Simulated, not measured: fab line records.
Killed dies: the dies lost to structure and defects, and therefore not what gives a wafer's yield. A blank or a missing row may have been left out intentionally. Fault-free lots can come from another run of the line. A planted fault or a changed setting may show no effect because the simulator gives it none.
fab line records / flow sky130
[record] lots = 14 wafers = 42 last_day = 50
route steps=708 shown GATE_OXIDE@188 METAL4@601 METAL5@663 PAD_OPEN@708
lots that met no fault: taken from a fault-free run of the same line
start_h: hours from the record's opening day to when the first of the lot's shown wafers began / wait_h: how many hours have passed since the lot's step before this one / " repeats the value in the row above / L1.1+2: several wafers, shown together as one row / - no value present, or no start provided / * or withheld: withheld / < > ~ a bound
route shown NAME@n: a module of which the file shows steps, and the number in the route of the first / usual: mean/standard deviation taken from wafers without a fault / same: alike in all rows / chamber/n: place in a boat / sites: each site's reading / _std_site: the values' standard deviation / _edge_site: the outer-site mean with the inner-site mean subtracted / radius_mm: for every site, how far away it sits from the centre of the wafer / mask NAME#n: copy n / behind: the tool/chamber that last shaped the wafer / hold: what put the lot on hold/how long, in hours/how the hold closed / device: which transistor (n, p or np) failed to switch / end of line: the same wafers' tests at the end of the route / where a step has no rows: the recipe by itself / killed: at the first sort, the dies lost to defects and structure; wafer yield is something else / map: a wafer's dies, x killed, . not, _ none there
set.NAME: the setting as run; set.NAME@STEP: as run at that earlier step / model.NAME: the simulator's own value behind a step, which no gauge read
the route's steps for a sample of lots (tables are steps, rows are wafers)
services: when a tool's chamber went out of use (start_h, in hours from the record's first day, below 0 if earlier), for how many hours, and the reason
[[steps]]
[step SKY_GATE_OXIDE_OXIDATION_01]
[recipe] temp_c = 900 ambient = O2 stabilise_s = 600 purge_s = 300 target_thk_a = 102.68 ox_time_s = 1473
lot.wafer=L517.1+2+5 tool=furnace-02 chamber=0 start_h=293.01 wait_h=6.4
lot.wafer=L518.2+3+4 tool=furnace-02 chamber=0 start_h=293.01 wait_h=0.3
lot.wafer=L519.1+3+5 tool=furnace-02 chamber=0 start_h=308.29 wait_h=4.9
lot.wafer=L521.1+4+5 tool=furnace-02 chamber=0 start_h=330.14 wait_h=0.4
lot.wafer=L522.3+4+5 tool=furnace-02 chamber=0 start_h=330.14 wait_h=0.9
lot.wafer=L524.1+2+6 tool=furnace-01 chamber=0 start_h=349.70 wait_h=0.2
lot.wafer=L526.1+2+6 tool=furnace-01 chamber=0 start_h=358.14 wait_h=0.5
lot.wafer=L527.1+4+5 tool=furnace-01 chamber=0 start_h=358.14 wait_h=0.2
lot.wafer=L530.1+2+5 tool=furnace-02 chamber=0 start_h=388.51 wait_h=0.0
lot.wafer=L531.1+3+6 tool=furnace-02 chamber=0 start_h=401.05 wait_h=0.0
lot.wafer=L533.1+2+4 tool=furnace-02 chamber=0 start_h=430.21 wait_h=0.1
lot.wafer=L534.2+3+4 tool=furnace-02 chamber=0 start_h=434.54 wait_h=0.3
lot.wafer=L538.1+2+4 tool=furnace-01 chamber=0 start_h=464.82 wait_h=5.2
lot.wafer=L539.3+4+5 tool=furnace-02 chamber=0 start_h=468.48 wait_h=1.2
[step SKY_METAL4_SPUTTER_03]
[recipe] material = Ti target_thk_nm = 5 power_w = 3000 time_s = 3.3 chamber_pressure_pa = 0.4
[usual] throttle_valve_pct = 30.1/0.92
lot.wafer=L517.1 tool=pvd_sputter-03 chamber=- start_h=937.43 wait_h=0.0 throttle_valve_pct=31.3
lot.wafer=L517.2 tool=pvd_sputter-03 chamber=- start_h=937.43 wait_h=0.0 throttle_valve_pct=29.1
lot.wafer=L517.5 tool=pvd_sputter-03 chamber=- start_h=937.43 wait_h=0.0 throttle_valve_pct=31.0
lot.wafer=L518.2 tool=pvd_sputter-03 chamber=- start_h=941.42 wait_h=0.0 throttle_valve_pct=31.1
lot.wafer=L518.3 tool=pvd_sputter-03 chamber=- start_h=941.42 wait_h=0.0 throttle_valve_pct=30.9
lot.wafer=L518.4 tool=pvd_sputter-03 chamber=- start_h=941.42 wait_h=0.0 throttle_valve_pct=29.0
lot.wafer=L519.1 tool=pvd_sputter-03 chamber=- start_h=954.88 wait_h=0.0 throttle_valve_pct=31.1
lot.wafer=L519.3 tool=pvd_sputter-03 chamber=- start_h=954.88 wait_h=0.0 throttle_valve_pct=29.3
lot.wafer=L519.5 tool=pvd_sputter-03 chamber=- start_h=954.88 wait_h=0.0 throttle_valve_pct=30.9
lot.wafer=L521.1 tool=pvd_sputter-03 chamber=- start_h=971.32 wait_h=0.0 throttle_valve_pct=31.1
lot.wafer=L521.4 tool=pvd_sputter-03 chamber=- start_h=971.32 wait_h=0.0 throttle_valve_pct=30.9
lot.wafer=L521.5 tool=pvd_sputter-03 chamber=- start_h=971.32 wait_h=0.0 throttle_valve_pct=31.1
lot.wafer=L522.3 tool=pvd_sputter-01 chamber=- start_h=972.46 wait_h=0.0 throttle_valve_pct=28.8
lot.wafer=L522.4 tool=pvd_sputter-01 chamber=- start_h=972.46 wait_h=0.0 throttle_valve_pct=28.7
lot.wafer=L522.5 tool=pvd_sputter-01 chamber=- start_h=972.46 wait_h=0.0 throttle_valve_pct=30.0
lot.wafer=L524.1 tool=pvd_sputter-02 chamber=- start_h=986.57 wait_h=0.0 throttle_valve_pct=30.6
lot.wafer=L524.2 tool=pvd_sputter-02 chamber=- start_h=986.57 wait_h=0.0 throttle_valve_pct=30.0
lot.wafer=L524.6 tool=pvd_sputter-02 chamber=- start_h=986.57 wait_h=0.0 throttle_valve_pct=30.7
lot.wafer=L527.1 tool=pvd_sputter-03 chamber=- start_h=998.34 wait_h=0.0 throttle_valve_pct=31.4
lot.wafer=L527.4 tool=pvd_sputter-03 chamber=- start_h=998.34 wait_h=0.0 throttle_valve_pct=29.2
lot.wafer=L527.5 tool=pvd_sputter-03 chamber=- start_h=998.34 wait_h=0.0 throttle_valve_pct=31.2
lot.wafer=L526.1 tool=pvd_sputter-03 chamber=- start_h=1002.39 wait_h=0.0 throttle_valve_pct=30.9
lot.wafer=L526.2 tool=pvd_sputter-03 chamber=- start_h=1002.39 wait_h=0.0 throttle_valve_pct=29.3
lot.wafer=L526.6 tool=pvd_sputter-03 chamber=- start_h=1002.39 wait_h=0.0 throttle_valve_pct=29.5
lot.wafer=L530.1 tool=pvd_sputter-03 chamber=- start_h=1017.36 wait_h=0.0 throttle_valve_pct=31.3
lot.wafer=L530.2 tool=pvd_sputter-03 chamber=- start_h=1017.36 wait_h=0.0 throttle_valve_pct=31.7
lot.wafer=L530.5 tool=pvd_sputter-03 chamber=- start_h=1017.36 wait_h=0.0 throttle_valve_pct=29.3
lot.wafer=L531.1 tool=pvd_sputter-01 chamber=- start_h=1028.43 wait_h=0.0 throttle_valve_pct=30.2
lot.wafer=L531.3 tool=pvd_sputter-01 chamber=- start_h=1028.43 wait_h=0.0 throttle_valve_pct=28.9
lot.wafer=L531.6 tool=pvd_sputter-01 chamber=- start_h=1028.43 wait_h=0.0 throttle_valve_pct=28.9
lot.wafer=L533.1 tool=pvd_sputter-02 chamber=- start_h=1054.30 wait_h=0.0 throttle_valve_pct=29.7
lot.wafer=L533.2 tool=pvd_sputter-02 chamber=- start_h=1054.30 wait_h=0.0 throttle_valve_pct=30.2
lot.wafer=L533.4 tool=pvd_sputter-02 chamber=- start_h=1054.30 wait_h=0.0 throttle_valve_pct=30.9
lot.wafer=L534.2 tool=pvd_sputter-01 chamber=- start_h=1056.15 wait_h=0.0 throttle_valve_pct=30.1
lot.wafer=L534.3 tool=pvd_sputter-01 chamber=- start_h=1056.15 wait_h=0.0 throttle_valve_pct=28.9
lot.wafer=L534.4 tool=pvd_sputter-01 chamber=- start_h=1056.15 wait_h=0.0 throttle_valve_pct=29.0
lot.wafer=L538.1 tool=pvd_sputter-01 chamber=- start_h=1077.00 wait_h=0.0 throttle_valve_pct=28.9
lot.wafer=L538.2 tool=pvd_sputter-01 chamber=- start_h=1077.00 wait_h=0.0 throttle_valve_pct=30.1
lot.wafer=L538.4 tool=pvd_sputter-01 chamber=- start_h=1077.00 wait_h=0.0 throttle_valve_pct=30.0
lot.wafer=L539.3 tool=pvd_sputter-01 chamber=- start_h=1080.45 wait_h=0.0 throttle_valve_pct=28.8
lot.wafer=L539.4 tool=pvd_sputter-01 chamber=- start_h=1080.45 wait_h=0.0 throttle_valve_pct=30.3
lot.wafer=L539.5 tool=pvd_sputter-01 chamber=- start_h=1080.45 wait_h=0.0 throttle_valve_pct=30.0
[step SKY_METAL4_ETCH_17]
[recipe] target = SiO2 stop_on = TiN chemistry = C4F8/O2/Ar source_w = 1500 bias_w = 1200 pressure_mtorr = 40 c4f8_flow_sccm = withheld O2_flow_sccm = 6 Ar_flow_sccm = 300 time_s = 3.9 target_depth_a = 150
[usual] oes_product_au = 0.758/0.0068
lot.wafer=L517.1 tool=rie_diel-02 chamber=2 start_h=986.09 wait_h=0.1 oes_product_au=0.748 rf_hours_counter_h=10
lot.wafer=L517.2 tool=rie_diel-02 chamber=3 start_h=986.09 wait_h=0.1 oes_product_au=0.757 rf_hours_counter_h=18
lot.wafer=L517.5 tool=rie_diel-02 chamber=2 start_h=986.09 wait_h=0.1 oes_product_au=0.758 rf_hours_counter_h=-
lot.wafer=L518.2 tool=rie_diel-02 chamber=0 start_h=988.87 wait_h=0.1 oes_product_au=0.744 rf_hours_counter_h=15
lot.wafer=L518.3 tool=rie_diel-02 chamber=2 start_h=988.87 wait_h=0.1 oes_product_au=0.759 rf_hours_counter_h=10
lot.wafer=L518.4 tool=rie_diel-02 chamber=3 start_h=988.87 wait_h=0.1 oes_product_au=0.755 rf_hours_counter_h=18
lot.wafer=L519.1 tool=rie_diel-04 chamber=2 start_h=1002.69 wait_h=0.1 oes_product_au=0.762 rf_hours_counter_h=19
lot.wafer=L519.3 tool=rie_diel-04 chamber=3 start_h=1002.69 wait_h=0.1 oes_product_au=0.749 rf_hours_counter_h=12
lot.wafer=L519.5 tool=rie_diel-04 chamber=2 start_h=1002.69 wait_h=0.1 oes_product_au=0.760 rf_hours_counter_h=-
lot.wafer=L521.1 tool=rie_diel-04 chamber=0 start_h=1018.93 wait_h=0.1 oes_product_au=0.751 rf_hours_counter_h=7
lot.wafer=L521.4 tool=rie_diel-04 chamber=1 start_h=1018.93 wait_h=0.1 oes_product_au=0.767 rf_hours_counter_h=1
lot.wafer=L521.5 tool=rie_diel-04 chamber=2 start_h=1018.93 wait_h=0.1 oes_product_au=0.760 rf_hours_counter_h=-
lot.wafer=L522.3 tool=rie_diel-03 chamber=0 start_h=1019.28 wait_h=0.0 oes_product_au=0.754 rf_hours_counter_h=16
lot.wafer=L522.4 tool=rie_diel-03 chamber=1 start_h=1019.28 wait_h=0.0 oes_product_au=0.755 rf_hours_counter_h=7
lot.wafer=L522.5 tool=rie_diel-03 chamber=0 start_h=1019.28 wait_h=0.0 oes_product_au=0.756 rf_hours_counter_h=-
lot.wafer=L524.1 tool=rie_diel-02 chamber=2 start_h=1032.64 wait_h=0.1 oes_product_au=0.760 rf_hours_counter_h=12
lot.wafer=L524.2 tool=rie_diel-02 chamber=3 start_h=1032.64 wait_h=0.1 oes_product_au=0.753 rf_hours_counter_h=19
lot.wafer=L524.6 tool=rie_diel-02 chamber=2 start_h=1032.64 wait_h=0.1 oes_product_au=0.762 rf_hours_counter_h=-
lot.wafer=L527.1 tool=rie_diel-04 chamber=2 start_h=1044.72 wait_h=0.1 oes_product_au=0.756 rf_hours_counter_h=20
lot.wafer=L527.4 tool=rie_diel-04 chamber=2 start_h=1044.72 wait_h=0.1 oes_product_au=0.765 rf_hours_counter_h=-
lot.wafer=L527.5 tool=rie_diel-04 chamber=0 start_h=1044.72 wait_h=0.1 oes_product_au=0.759 rf_hours_counter_h=-
lot.wafer=L526.1 tool=rie_diel-04 chamber=1 start_h=1051.99 wait_h=0.1 oes_product_au=0.757 rf_hours_counter_h=1
lot.wafer=L526.2 tool=rie_diel-04 chamber=2 start_h=1051.99 wait_h=0.1 oes_product_au=0.763 rf_hours_counter_h=20
lot.wafer=L526.6 tool=rie_diel-04 chamber=3 start_h=1051.99 wait_h=0.1 oes_product_au=0.770 rf_hours_counter_h=-
lot.wafer=L530.1 tool=rie_diel-04 chamber=0 start_h=1061.93 wait_h=0.1 oes_product_au=0.755 rf_hours_counter_h=8
lot.wafer=L530.2 tool=rie_diel-04 chamber=3 start_h=1061.93 wait_h=0.1 oes_product_au=0.761 rf_hours_counter_h=14
lot.wafer=L530.5 tool=rie_diel-04 chamber=3 start_h=1061.93 wait_h=0.1 oes_product_au=0.765 rf_hours_counter_h=-
lot.wafer=L531.1 tool=rie_diel-04 chamber=3 start_h=1072.17 wait_h=0.1 oes_product_au=0.750 rf_hours_counter_h=14
lot.wafer=L531.3 tool=rie_diel-04 chamber=1 start_h=1072.17 wait_h=0.1 oes_product_au=0.750 rf_hours_counter_h=2
lot.wafer=L531.6 tool=rie_diel-04 chamber=1 start_h=1072.17 wait_h=0.1 oes_product_au=0.763 rf_hours_counter_h=-
lot.wafer=L533.1 tool=rie_diel-02 chamber=3 start_h=1096.14 wait_h=0.1 oes_product_au=0.756 rf_hours_counter_h=20
lot.wafer=L533.2 tool=rie_diel-02 chamber=0 start_h=1096.14 wait_h=0.1 oes_product_au=0.767 rf_hours_counter_h=18
lot.wafer=L533.4 tool=rie_diel-02 chamber=1 start_h=1096.14 wait_h=0.1 oes_product_au=0.759 rf_hours_counter_h=19
lot.wafer=L534.2 tool=rie_diel-03 chamber=3 start_h=1099.97 wait_h=0.1 oes_product_au=0.751 rf_hours_counter_h=18
lot.wafer=L534.3 tool=rie_diel-03 chamber=1 start_h=1099.97 wait_h=0.1 oes_product_au=0.753 rf_hours_counter_h=9
lot.wafer=L534.4 tool=rie_diel-03 chamber=2 start_h=1099.97 wait_h=0.1 oes_product_au=0.757 rf_hours_counter_h=22
lot.wafer=L538.1 tool=rie_diel-02 chamber=1 start_h=1118.19 wait_h=0.1 oes_product_au=0.753 rf_hours_counter_h=19
lot.wafer=L538.2 tool=rie_diel-02 chamber=2 start_h=1118.19 wait_h=0.1 oes_product_au=0.767 rf_hours_counter_h=13
lot.wafer=L538.4 tool=rie_diel-02 chamber=0 start_h=1118.19 wait_h=0.1 oes_product_au=0.759 rf_hours_counter_h=18
lot.wafer=L539.3 tool=rie_diel-03 chamber=1 start_h=1121.79 wait_h=0.0 oes_product_au=0.766 rf_hours_counter_h=10
lot.wafer=L539.4 tool=rie_diel-03 chamber=3 start_h=1121.79 wait_h=0.0 oes_product_au=0.768 rf_hours_counter_h=19
lot.wafer=L539.5 tool=rie_diel-03 chamber=1 start_h=1121.79 wait_h=0.0 oes_product_au=0.768 rf_hours_counter_h=-
[step SKY_METAL5_SPUTTER_02]
[recipe] material = AlCu target_thk_nm = 1150 power_w = 10600 time_s = 61.2 chamber_pressure_pa = 0.4
[usual] throttle_valve_pct = 30.3/0.93
lot.wafer=L517.1 tool=pvd_sputter-03 chamber=- start_h=1011.80 wait_h=0.0 throttle_valve_pct=31.1
lot.wafer=L517.2 tool=pvd_sputter-03 chamber=- start_h=1011.80 wait_h=0.0 throttle_valve_pct=29.5
lot.wafer=L517.5 tool=pvd_sputter-03 chamber=- start_h=1011.80 wait_h=0.0 throttle_valve_pct=31.0
lot.wafer=L518.2 tool=pvd_sputter-02 chamber=- start_h=1014.41 wait_h=0.0 throttle_valve_pct=28.2
lot.wafer=L518.3 tool=pvd_sputter-02 chamber=- start_h=1014.41 wait_h=0.0 throttle_valve_pct=30.1
lot.wafer=L518.4 tool=pvd_sputter-02 chamber=- start_h=1014.41 wait_h=0.0 throttle_valve_pct=30.6
lot.wafer=L519.1 tool=pvd_sputter-04 chamber=- start_h=1027.80 wait_h=0.0 throttle_valve_pct=31.0
lot.wafer=L519.3 tool=pvd_sputter-04 chamber=- start_h=1027.80 wait_h=0.0 throttle_valve_pct=29.8
lot.wafer=L519.5 tool=pvd_sputter-04 chamber=- start_h=1027.80 wait_h=0.0 throttle_valve_pct=30.8
lot.wafer=L521.1 tool=pvd_sputter-04 chamber=- start_h=1044.40 wait_h=0.0 throttle_valve_pct=30.6
lot.wafer=L521.4 tool=pvd_sputter-04 chamber=- start_h=1044.40 wait_h=0.0 throttle_valve_pct=31.4
lot.wafer=L521.5 tool=pvd_sputter-04 chamber=- start_h=1044.40 wait_h=0.0 throttle_valve_pct=30.7
lot.wafer=L522.3 tool=pvd_sputter-02 chamber=- start_h=1044.51 wait_h=0.0 throttle_valve_pct=30.2
lot.wafer=L522.4 tool=pvd_sputter-02 chamber=- start_h=1044.51 wait_h=0.0 throttle_valve_pct=29.6
lot.wafer=L522.5 tool=pvd_sputter-02 chamber=- start_h=1044.51 wait_h=0.0 throttle_valve_pct=29.9
lot.wafer=L524.1 tool=pvd_sputter-03 chamber=- start_h=1057.38 wait_h=0.0 throttle_valve_pct=31.0
lot.wafer=L524.2 tool=pvd_sputter-03 chamber=- start_h=1057.38 wait_h=0.0 throttle_valve_pct=31.5
lot.wafer=L524.6 tool=pvd_sputter-03 chamber=- start_h=1057.38 wait_h=0.0 throttle_valve_pct=30.9
lot.wafer=L527.1 tool=pvd_sputter-03 chamber=- start_h=1069.57 wait_h=0.0 throttle_valve_pct=31.4
lot.wafer=L527.4 tool=pvd_sputter-03 chamber=- start_h=1069.57 wait_h=0.0 throttle_valve_pct=29.4
lot.wafer=L527.5 tool=pvd_sputter-03 chamber=- start_h=1069.57 wait_h=0.0 throttle_valve_pct=31.0
lot.wafer=L526.1 tool=pvd_sputter-03 chamber=- start_h=1075.12 wait_h=0.0 throttle_valve_pct=31.1
lot.wafer=L526.2 tool=pvd_sputter-03 chamber=- start_h=1075.12 wait_h=0.0 throttle_valve_pct=29.4
lot.wafer=L526.6 tool=pvd_sputter-03 chamber=- start_h=1075.12 wait_h=0.0 throttle_valve_pct=31.4
lot.wafer=L530.1 tool=pvd_sputter-02 chamber=- start_h=1088.02 wait_h=0.0 throttle_valve_pct=28.4
lot.wafer=L530.2 tool=pvd_sputter-02 chamber=- start_h=1088.02 wait_h=0.0 throttle_valve_pct=29.9
lot.wafer=L530.5 tool=pvd_sputter-02 chamber=- start_h=1088.02 wait_h=0.0 throttle_valve_pct=30.9
lot.wafer=L531.1 tool=pvd_sputter-04 chamber=- start_h=1094.60 wait_h=0.0 throttle_valve_pct=31.0
lot.wafer=L531.3 tool=pvd_sputter-04 chamber=- start_h=1094.60 wait_h=0.0 throttle_valve_pct=31.1
lot.wafer=L531.6 tool=pvd_sputter-04 chamber=- start_h=1094.60 wait_h=0.0 throttle_valve_pct=29.8
lot.wafer=L533.1 tool=pvd_sputter-03 chamber=- start_h=1118.90 wait_h=0.0 throttle_valve_pct=29.4
lot.wafer=L533.2 tool=pvd_sputter-03 chamber=- start_h=1118.90 wait_h=0.0 throttle_valve_pct=31.1
lot.wafer=L533.4 tool=pvd_sputter-03 chamber=- start_h=1118.90 wait_h=0.0 throttle_valve_pct=31.4
lot.wafer=L534.2 tool=pvd_sputter-02 chamber=- start_h=1122.48 wait_h=0.0 throttle_valve_pct=29.9
lot.wafer=L534.3 tool=pvd_sputter-02 chamber=- start_h=1122.48 wait_h=0.0 throttle_valve_pct=28.3
lot.wafer=L534.4 tool=pvd_sputter-02 chamber=- start_h=1122.48 wait_h=0.0 throttle_valve_pct=30.0
lot.wafer=L538.1 tool=pvd_sputter-04 chamber=- start_h=1140.41 wait_h=0.0 throttle_valve_pct=31.1
lot.wafer=L538.2 tool=pvd_sputter-04 chamber=- start_h=1140.41 wait_h=0.0 throttle_valve_pct=29.8
lot.wafer=L538.4 tool=pvd_sputter-04 chamber=- start_h=1140.41 wait_h=0.0 throttle_valve_pct=29.9
lot.wafer=L539.3 tool=pvd_sputter-02 chamber=- start_h=1142.91 wait_h=0.0 throttle_valve_pct=28.6
lot.wafer=L539.4 tool=pvd_sputter-02 chamber=- start_h=1142.91 wait_h=0.0 throttle_valve_pct=30.3
lot.wafer=L539.5 tool=pvd_sputter-02 chamber=- start_h=1142.91 wait_h=0.0 throttle_valve_pct=29.9
[step SKY_PAD_OPEN_PROBE_99]
[usual] killed_at_M0_to_M3 = 45/7 killed_at_M4_up = 3.4/1.8 killed_at_contacts = 24/5.4 killed_at_front_end = 16/4.8 killed_at_other = 0.4/0.62 killed_dies = 89/10 killed_on_rim = 17/3.5 killed_open = 48/7.2 killed_short = 40/6.3
[same] gross_dies = 492 killed_at_back_side = 0
lot.wafer=L527.1 tool=prober-02 chamber=- start_h=1133.35 wait_h=0.1 killed_at_M0_to_M3=36 killed_at_M4_up=5 killed_at_contacts=23 killed_at_front_end=134 killed_at_other=0 killed_dies=198 killed_on_rim=42 killed_open=45 killed_short=32
lot.wafer=L527.4 tool=prober-02 chamber=- start_h=1133.50 wait_h=0.2 killed_at_M0_to_M3=43 killed_at_M4_up=5 killed_at_contacts=21 killed_at_front_end=144 killed_at_other=0 killed_dies=213 killed_on_rim=36 killed_open=40 killed_short=39
lot.wafer=L527.5 tool=prober-02 chamber=- start_h=1133.55 wait_h=0.2 killed_at_M0_to_M3=32 killed_at_M4_up=2 killed_at_contacts=22 killed_at_front_end=144 killed_at_other=0 killed_dies=200 killed_on_rim=32 killed_open=36 killed_short=40
lot.wafer=L526.1 tool=prober-01 chamber=- start_h=1137.13 wait_h=0.1 killed_at_M0_to_M3=35 killed_at_M4_up=3 killed_at_contacts=20 killed_at_front_end=152 killed_at_other=0 killed_dies=210 killed_on_rim=37 killed_open=38 killed_short=32
lot.wafer=L526.2 tool=prober-01 chamber=- start_h=1137.18 wait_h=0.1 killed_at_M0_to_M3=39 killed_at_M4_up=1 killed_at_contacts=26 killed_at_front_end=158 killed_at_other=0 killed_dies=224 killed_on_rim=46 killed_open=43 killed_short=43
lot.wafer=L526.6 tool=prober-01 chamber=- start_h=1137.38 wait_h=0.2 killed_at_M0_to_M3=33 killed_at_M4_up=4 killed_at_contacts=15 killed_at_front_end=146 killed_at_other=0 killed_dies=198 killed_on_rim=37 killed_open=35 killed_short=32
// killed by level:class
L527.1 GATE_OXIDE:unspecified=121 VIA1:geometric_particle:open=8 CONTACT:geometric_particle:open=7 VIA2:geometric_particle:open=7 CONTACT:geometric_particle:short=5 VIA3:geometric_particle:open=5 FIELD_ISO:geometric_particle:short=4 LI_CONTACT:geometric_particle:open=4
L527.4 GATE_OXIDE:unspecified=134 VIA2:geometric_particle:open=8 CONTACT:geometric_particle:open=7 VIA3:geometric_particle:open=6 METAL1:geometric_particle:short=6 LOCAL_INTERCONNECT:geometric_particle:short=5 VIA1:geometric_particle:open=5 LI_CONTACT:geometric_particle:open=4
L527.5 GATE_OXIDE:unspecified=124 LOCAL_INTERCONNECT:geometric_particle:short=7 POLY_GATE:geometric_particle:short=7 CONTACT:geometric_particle:open=7 VIA1:geometric_particle:open=7 POLY_GATE:geometric_particle:open=5 METAL2:geometric_particle:short=5 VIA3:geometric_particle:open=5
L526.1 GATE_OXIDE:unspecified=140 VIA1:geometric_particle:open=9 VIA3:geometric_particle:open=8 LI_CONTACT:geometric_particle:open=6 VIA2:geometric_particle:open=6 POLY_GATE:geometric_particle:short=5 CONTACT:geometric_particle:short=5 CONTACT:geometric_particle:open=5
L526.2 GATE_OXIDE:unspecified=138 CONTACT:geometric_particle:open=11 METAL1:geometric_particle:short=8 VIA2:geometric_particle:open=7 LOCAL_INTERCONNECT:geometric_particle:short=6 FIELD_ISO:geometric_particle:open=5 VIA1:geometric_particle:open=5 POLY_GATE:geometric_particle:short=4
L526.6 GATE_OXIDE:unspecified=131 VIA3:geometric_particle:open=9 VIA1:geometric_particle:open=7 CONTACT:geometric_particle:open=5 VIA3:geometric_particle:short=5 POLY_GATE:geometric_particle:open=4 POLY_CUT:geometric_particle:short=4 METAL2:geometric_particle:short=4
[[services]]
tool=rie_diel-04 chamber=1 start_h=297.39 hours=9.5 kind=repair
tool=furnace-02 chamber=- start_h=309.70 hours=3.4 kind=pm
tool=furnace-02 chamber=- start_h=315.97 hours=3.1 kind=pm
tool=rie_diel-04 chamber=3 start_h=444.94 hours=5.4 kind=repair
tool=furnace-02 chamber=- start_h=461.15 hours=4.3 kind=pm
tool=rie_diel-04 chamber=- start_h=485.64 hours=0.5 kind=repair
tool=rie_diel-04 chamber=0 start_h=507.15 hours=10.9 kind=repair
tool=furnace-02 chamber=- start_h=596.85 hours=3.3 kind=pm
tool=furnace-02 chamber=- start_h=607.08 hours=2.6 kind=pm
tool=furnace-02 chamber=- start_h=620.63 hours=3.6 kind=pm
tool=pvd_sputter-02 chamber=- start_h=664.55 hours=0.7 kind=repair
tool=pvd_sputter-02 chamber=- start_h=672.58 hours=3.7 kind=repair
tool=furnace-02 chamber=- start_h=788.04 hours=3.1 kind=pm
tool=pvd_sputter-03 chamber=- start_h=816.81 hours=5.6 kind=repair
tool=pvd_sputter-02 chamber=- start_h=842.51 hours=5.4 kind=repair
tool=pvd_sputter-02 chamber=- start_h=877.15 hours=2.6 kind=repair
tool=furnace-02 chamber=- start_h=878.85 hours=3.2 kind=pm
tool=pvd_sputter-02 chamber=- start_h=887.45 hours=5.4 kind=repair
tool=pvd_sputter-02 chamber=- start_h=931.93 hours=4.5 kind=repair
tool=furnace-02 chamber=- start_h=956.04 hours=4.3 kind=pm
tool=furnace-02 chamber=- start_h=1012.26 hours=12.2 kind=repair
tool=pvd_sputter-03 chamber=- start_h=1053.29 hours=4.0 kind=repair
tool=pvd_sputter-03 chamber=- start_h=1054.10 hours=0.7 kind=repair
tool=furnace-02 chamber=- start_h=1124.04 hours=2.9 kind=pm
[[key]]
[first_sign] step = SKY_PAD_OPEN_PROBE_99 reading = killed_at_front_end direction = up sigmas = 27 usual = 16 struck = 146
[effect] step = SKY_PAD_OPEN_PROBE_99 reading = killed_dies direction = up sigmas = 12 usual = 89 struck = 207
met_at SKY_GATE_OXIDE_OXIDATION_01
struck_lots L526,L527
tester_left_out L526,L527
not_acting_at SKY_METAL4_SPUTTER_03,SKY_METAL4_ETCH_17,SKY_METAL5_SPUTTER_02
onset_between 349.70 358.14
[fault] kind = chamber_particle_source tool = furnace-01 chamber = - onset_h = 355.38 steps = SKY_GATE_OXIDE_OXIDATION_01 rate_per_visit_cm2 = 0.58833 end_h = 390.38
// tester_left_out: of these lots the tester's yield and bins aren't shown, on N5 and GAA mostly nor the transistor test; their killed dies are dies lost to structure and defects alone, not to doping, threshold or leakage, so they don't give the yield
